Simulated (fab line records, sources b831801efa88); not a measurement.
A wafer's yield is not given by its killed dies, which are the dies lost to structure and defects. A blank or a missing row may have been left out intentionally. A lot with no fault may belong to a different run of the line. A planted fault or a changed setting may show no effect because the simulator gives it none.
Matching of chambers -- flow sky130 -- 4 sister chambers for SKY_FIELD_ISO_ETCH_14 on rie-diel-02
The step etches BARC in N2/H2, stops on SiO2, time 45.9 s, target depth 60 nm. 8 wafers are shown with their chamber, then 8 later ones without.

== WAFERS PAIRED WITH THEIR CHAMBERS ==
wafer,chamber,drypump-motor-current-A (A),throttle-valve-pct (%)
L837.1,3,6.2,13.219
L839.3,3,6.2,13.231
L843.4,2,6.1,13.233
L843.5,1,6.2,13.223
L844.4,1,6.2,13.222
L848.1,2,6.1,13.240
L848.5,0,5.3,13.229
L853.2,0,5.4,13.225

== WAFERS MISSING THEIR CHAMBER ==
wafer,drypump-motor-current-A (A),throttle-valve-pct (%)
L853.3,6.2,13.227
L853.5,6.1,13.229
L857.2,5.4,13.228
L857.3,6.1,13.227
L857.5,6.1,13.205
L859.1,6.1,13.227
L859.4,6.2,13.223
L859.5,6.1,13.222

== CHAMBER TAKEN BY EACH ==
wafer,from the rows above,in truth
L853.3,can't be placed: 3 or 1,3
L853.5,can't be placed: 2 or 3 or 1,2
L857.2,0,0
L857.3,can't be placed: 2 or 3 or 1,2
L857.5,can't be placed: 1 or 3 or 2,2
L859.1,can't be placed: 2 or 3 or 1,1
L859.4,can't be placed: 1 or 3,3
L859.5,can't be placed: 2 or 1 or 3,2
Placed correctly: 1 of 8. Cannot be placed on the basis of these rows: 7; the candidates contain the true chamber in 7. Placed wrongly: 0.
How it was worked out, from the rows above alone: a wafer's distance from a chamber is the root of the sum, over the readings, of the square of ((its reading less the chamber's mean) divided by the reading's scatter). If the next closest chamber is less than 2 further off than the closest, the wafer can't be placed; otherwise it belongs to the closest. The mean given for a chamber averages the wafers shown for that chamber. The scatter: take each reading less its chamber's mean, square it, sum over the shown wafers, divide by the number of wafers less the number of chambers, and take the root.
